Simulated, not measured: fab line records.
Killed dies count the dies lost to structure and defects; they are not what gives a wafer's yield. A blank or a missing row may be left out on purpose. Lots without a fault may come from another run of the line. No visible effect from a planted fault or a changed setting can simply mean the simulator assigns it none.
fab line records | flow sky130 | part 2 of 2: steps 35 to 47 of 47
record: lots: 5 | wafers: 15 | last-day: 50
route steps=708 shown NWELL@74 PWDE@84 VT_ADJUST_HVTP@85 VT_ADJUST_LVTN@97 VT_ADJUST_NCORE@119
lots untouched by any fault: they come from a run of this same line in which no faults occurred
start-h: hours from the record's opening day to when the first of the lot's shown wafers began | wait-h: hours since the lot's step before | " repeats the value in the row above | L1.1+2: one row covering several wafers at once | - value missing, or start not given | * or withheld: withheld | < > ~ a bound
route shown NAME@n: a module of which the file shows steps, and the number in the route of the first | usual: mean and standard deviation over wafers with no fault | same: alike in all rows | chamber/n: place in a boat | sites: readings site by site | _std_site: the values' standard deviation | _edge_site: inner sites' mean taken away from outer sites' mean | radius-mm: how far each site lies from the wafer's centre | mask NAME#n: copy n | behind: the last tool/chamber to shape the wafer | hold: the reason the lot was held/the length of the hold in hours/how it ended | device: the n, p or np transistor that did not switch | end of line: the same wafers' tests at the end of the route | a step with no rows: only its recipe | killed: dies lost to structure and defects at the first sort, not the wafer's yield | map: the dies of a wafer, with x for killed, . for not killed, _ for no die there
set.NAME: the setting as run; set.NAME@STEP: as run at that earlier step | model.NAME: the simulator's own value behind a step, which no gauge read
lots seen at some steps along the route; tables by step, rows by wafer
services: a tool's chamber out of use, with start hour (start-h, from the record's first day; less than 0 if before it), hours out, and reason
== steps ==
step: SKY_VT_ADJUST_LVTN_HMDS_12
recipe: prime-time-s: 60 | prime-temp-c: 120
lot.wafer  | tool           | chamber | start-h | wait-h
L077.3+5+6 | litho-track-04 | 0       | 172.14  | 0.1
L080.2+5+6 | litho-track-02 | 0       | 190.03  | 0.1
L082.3+5+6 | litho-track-02 | 0       | 205.11  | 0.1
L087.2+4+5 | litho-track-02 | 0       | 237.68  | 0.1
L096.1+3+6 | litho-track-04 | 0       | 298.94  | 0.1
step: SKY_VT_ADJUST_LVTN_COAT_13
recipe: resist: NOVOLAK | spin-rpm: 3000 | resist-thk-nm: 1140
lot.wafer  | tool           | chamber | start-h | wait-h
L077.3+5+6 | litho-track-04 | 0       | 172.29  | 0.1
L080.2+5+6 | litho-track-02 | 0       | 190.18  | 0.1
L082.3+5+6 | litho-track-02 | 0       | 205.26  | 0.1
L087.2+4+5 | litho-track-02 | 0       | 237.83  | 0.1
L096.1+3+6 | litho-track-04 | 0       | 299.09  | 0.1
step: SKY_VT_ADJUST_LVTN_SOFTBAKE_14
recipe: temp-c: 90 | time-s: 60 | resist: NOVOLAK
lot.wafer  | tool           | chamber | start-h | wait-h
L077.3+5+6 | litho-track-04 | 0       | 172.44  | 0.1
L080.2+5+6 | litho-track-02 | 0       | 190.33  | 0.1
L082.3+5+6 | litho-track-02 | 0       | 205.41  | 0.1
L087.2+4+5 | litho-track-02 | 0       | 237.98  | 0.1
L096.1+3+6 | litho-track-04 | 0       | 299.24  | 0.1
step: SKY_VT_ADJUST_LVTN_EXPOSE_15
recipe: mask-id: HVN_STD_DERIVED | na: 0.6 | source-shape: conventional | sigma-outer: 0.6 | polarization: unpolarized | target-cd-nm: 600 | dose-mj: 163
lot.wafer  | tool             | chamber | start-h | wait-h | mask
L077.3+5+6 | iline-stepper-01 | 0       | -       | -      | HVN_STD_DERIVED#0
L080.2+5+6 | iline-stepper-01 | 0       | -       | -      | HVN_STD_DERIVED#0
L082.3+5+6 | iline-stepper-02 | 0       | -       | -      | HVN_STD_DERIVED#0
L087.2+4+5 | iline-stepper-01 | 0       | -       | -      | HVN_STD_DERIVED#0
L096.1+3+6 | iline-stepper-02 | 0       | -       | -      | HVN_STD_DERIVED#0
step: SKY_VT_ADJUST_LVTN_PEB_16
recipe: temp-c: withheld | time-s: * | resist: NOVOLAK
lot.wafer  | tool           | chamber | start-h | wait-h
L077.3+5+6 | litho-track-04 | 0       | -       | -
L080.2+5+6 | litho-track-02 | 0       | -       | -
L082.3+5+6 | litho-track-03 | 0       | -       | -
L087.2+4+5 | litho-track-04 | 0       | -       | -
L096.1+3+6 | litho-track-03 | 0       | -       | -
step: SKY_VT_ADJUST_LVTN_DEVELOP_17
recipe: resist: NOVOLAK | developer: TMAH | develop-time-s: 60 | dev-temp-c: 23
lot.wafer  | tool           | chamber | start-h | wait-h
L077.3+5+6 | litho-track-04 | 0       | 182.64  | 0.1
L080.2+5+6 | litho-track-02 | 0       | 201.28  | 0.1
L082.3+5+6 | litho-track-03 | 0       | 216.09  | 0.1
L087.2+4+5 | litho-track-04 | 0       | 249.16  | 0.1
L096.1+3+6 | litho-track-03 | 0       | 312.14  | 0.1
step: SKY_VT_ADJUST_LVTN_OVL_MEAS_18
usual: VT_ADJUST_LVTN_01_OVL: -0.6/1.4
lot.wafer | tool       | chamber | start-h | wait-h | VT_ADJUST_LVTN_01_OVL[nm]
L077.3    | overlay-02 | -       | 182.75  | 0.1    | -0.8
L077.5    | "          | -       | "       | "      | -1.9
L077.6    | "          | -       | "       | "      | -3.8
L080.2    | overlay-02 | -       | 201.42  | 0.1    | 0.3
L080.5    | "          | -       | "       | "      | 1.0
L080.6    | "          | -       | "       | "      | -1.3
L082.3    | overlay-01 | -       | 216.20  | 0.1    | -2.0
L082.5    | "          | -       | "       | "      | 0.1
L082.6    | "          | -       | "       | "      | 0.1
L087.2    | overlay-02 | -       | 249.29  | 0.1    | -1.2
L087.4    | "          | -       | "       | "      | -0.2
L087.5    | "          | -       | "       | "      | -3.1
L096.1    | overlay-01 | -       | 312.29  | 0.1    | 1.3
L096.3    | "          | -       | "       | "      | 1.5
L096.6    | "          | -       | "       | "      | 0.3
step: SKY_VT_ADJUST_LVTN_IMPLANT_19
recipe: species: B | energy-kev: 30 | dose-cm2: 6.5e+11 | tilt-deg: withheld
lot.wafer  | tool         | chamber | start-h | wait-h
L077.3+5+6 | implanter-04 | 0       | 182.82  | 0.1
L080.2+5+6 | implanter-01 | 0       | 201.47  | 0.0
L082.3+5+6 | implanter-01 | 0       | 216.28  | 0.1
L087.2+4+5 | implanter-01 | 0       | 249.35  | 0.0
L096.1+3+6 | implanter-01 | 0       | 312.33  | 0.0
step: SKY_VT_ADJUST_LVTN_STRIP_20
recipe: chemistry: O2/N2 | power-w: 1400 | pressure-mtorr: 1500 | platen-temp-c: withheld | o2-flow-sccm: 3000 | n2-flow-sccm: 300 | overash-fraction: 0.5
usual: drypump-motor-current-A: 5.3/0.44 | oes-product-au: 0.716/0.0047 | strip-time-to-endpoint-s: 14.18/0.035
lot.wafer | tool            | chamber | start-h | wait-h | drypump-motor-current-A | oes-product-au | rf-hours-counter-h | strip-time-to-endpoint-s
L077.3    | plasma-asher-03 | 0       | 182.96  | 0.1    | 5.5                     | 0.723          | -                  | 14.25
L077.5    | "               | 1       | "       | "      | 5.3                     | 0.720          | -                  | 14.24
L077.6    | "               | 0       | "       | "      | 5.5                     | 0.721          | -                  | 14.28
L080.2    | plasma-asher-03 | 0       | 201.60  | 0.1    | 5.5                     | 0.719          | 52                 | 14.08
L080.5    | "               | 1       | "       | "      | 5.3                     | 0.717          | -                  | 14.17
L080.6    | "               | 0       | "       | "      | 5.5                     | 0.715          | -                  | 14.13
L082.3    | plasma-asher-02 | 1       | 216.41  | 0.1    | 6.1                     | 0.711          | -                  | 14.19
L082.5    | "               | 1       | "       | "      | 6.1                     | 0.719          | -                  | 14.16
L082.6    | "               | 0       | "       | "      | 5.0                     | 0.718          | -                  | 14.18
L087.2    | plasma-asher-03 | 0       | 249.47  | 0.1    | 5.5                     | 0.721          | 56                 | 14.20
L087.4    | "               | 1       | "       | "      | 5.3                     | 0.706          | -                  | 14.12
L087.5    | "               | 0       | "       | "      | 5.5                     | 0.716          | -                  | 14.12
L096.1    | plasma-asher-03 | 0       | 312.48  | 0.1    | 5.5                     | 0.719          | 62                 | 14.12
L096.3    | "               | 0       | "       | "      | 5.5                     | 0.717          | -                  | 14.15
L096.6    | "               | 0       | "       | "      | 5.5                     | 0.713          | -                  | 14.14
step: SKY_VT_ADJUST_LVTN_TW_MEAS_21
usual: VT_ADJUST_LVTN_2_TW: 188.0/1.3
lot.wafer | tool          | chamber | start-h | wait-h | VT_ADJUST_LVTN_2_TW
L077.3    | film-metro-01 | -       | 183.04  | 0.1    | 188.6
L077.5    | "             | -       | "       | "      | 189.5
L077.6    | "             | -       | "       | "      | 188.7
L080.2    | film-metro-03 | -       | 201.71  | 0.1    | 186.3
L080.5    | "             | -       | "       | "      | 185.5
L080.6    | "             | -       | "       | "      | 186.7
L082.3    | film-metro-01 | -       | 216.50  | 0.1    | 188.1
L082.5    | "             | -       | "       | "      | 188.3
L082.6    | "             | -       | "       | "      | 188.2
L087.2    | film-metro-04 | -       | 249.58  | 0.1    | 187.4
L087.4    | "             | -       | "       | "      | 189.6
L087.5    | "             | -       | "       | "      | 188.2
L096.1    | film-metro-01 | -       | 312.58  | 0.1    | 188.6
L096.3    | "             | -       | "       | "      | 189.1
L096.6    | "             | -       | "       | "      | 188.8
step: SKY_VT_ADJUST_NCORE_DEHYDRATE_00
recipe: temp-c: 200 | time-s: 62.13
usual: plate-sensor-t-centre-C: 201.07/0.01 | plate-sensor-t-edge-C: 201.55/0.0094
lot.wafer | tool           | chamber | start-h | wait-h | plate-sensor-t-centre-C | plate-sensor-t-edge-C
L077.3    | litho-track-02 | 0       | 193.06  | 10.0   | 201.06                  | 201.55
L077.5    | "              | 0       | "       | "      | 201.05                  | 201.57
L077.6    | "              | 0       | "       | "      | 201.08                  | 201.54
L080.2    | litho-track-03 | 0       | 211.67  | 9.9    | 201.06                  | 201.56
L080.5    | "              | 0       | "       | "      | 201.06                  | 201.56
L080.6    | "              | 0       | "       | "      | 201.06                  | 201.56
L082.3    | litho-track-01 | 0       | 226.83  | 10.3   | 201.08                  | 201.55
L082.5    | "              | 0       | "       | "      | 201.07                  | 201.54
L082.6    | "              | 0       | "       | "      | 201.08                  | 201.55
L087.2    | litho-track-01 | 0       | 260.90  | 11.3   | 201.06                  | 201.55
L087.4    | "              | 0       | "       | "      | 201.08                  | 201.55
L087.5    | "              | 0       | "       | "      | 201.05                  | 201.56
L096.1    | litho-track-03 | 0       | 325.34  | 12.8   | 201.09                  | 201.54
L096.3    | "              | 0       | "       | "      | 201.07                  | 201.54
L096.6    | "              | 0       | "       | "      | 201.08                  | 201.53
step: SKY_VT_ADJUST_NCORE_HMDS_01
recipe: prime-time-s: 60 | prime-temp-c: 120
lot.wafer  | tool           | chamber | start-h | wait-h
L077.3+5+6 | litho-track-02 | 0       | 193.21  | 0.1
L080.2+5+6 | litho-track-03 | 0       | 211.82  | 0.1
L082.3+5+6 | litho-track-01 | 0       | 226.98  | 0.1
L087.2+4+5 | litho-track-01 | 0       | 261.05  | 0.1
L096.1+3+6 | litho-track-03 | 0       | 325.49  | 0.1
step: SKY_VT_ADJUST_NCORE_COAT_02
recipe: resist: NOVOLAK | spin-rpm: 3000 | resist-thk-nm: 1140
lot.wafer  | tool           | chamber | start-h | wait-h
L077.3+5+6 | litho-track-02 | 0       | 193.36  | 0.1
L080.2+5+6 | litho-track-03 | 0       | 211.97  | 0.1
L082.3+5+6 | litho-track-01 | 0       | 227.13  | 0.1
L087.2+4+5 | litho-track-01 | 0       | 261.20  | 0.1
L096.1+3+6 | litho-track-03 | 0       | 325.64  | 0.1
== services ==
tool             | chamber | start-h | hours | kind
implanter-01     | -       | 101.34  | 0.6   | repair
plasma-asher-04  | -       | 108.75  | 9.0   | pm
plasma-asher-04  | -       | 112.37  | 13.3  | repair
plasma-asher-02  | -       | 112.78  | 5.2   | repair
implanter-04     | -       | 142.60  | 3.8   | pm
iline-stepper-02 | -       | 144.06  | 1.7   | pm
iline-stepper-01 | -       | 145.76  | 4.4   | pm
implanter-03     | -       | 149.02  | 1.5   | repair
wet-bench-04     | -       | 152.38  | 4.3   | repair
iline-stepper-01 | -       | 158.16  | 1.7   | pm
implanter-04     | -       | 164.35  | 8.1   | repair
rtp-anneal-01    | -       | 173.11  | 46.5  | pm
implanter-03     | -       | 174.33  | 0.8   | repair
implanter-02     | -       | 181.98  | 3.7   | pm
wet-bench-02     | -       | 199.91  | 2.3   | repair
implanter-04     | -       | 208.63  | 0.6   | repair
iline-stepper-01 | -       | 218.87  | 4.2   | repair
iline-stepper-02 | -       | 229.09  | 4.6   | repair
implanter-04     | -       | 232.43  | 4.8   | repair
implanter-04     | -       | 240.92  | 13.7  | repair
plasma-asher-04  | -       | 264.38  | 10.5  | repair
iline-stepper-01 | -       | 266.06  | 8.9   | pm
implanter-02     | -       | 289.52  | 0.7   | repair
implanter-03     | -       | 306.78  | 1.1   | repair
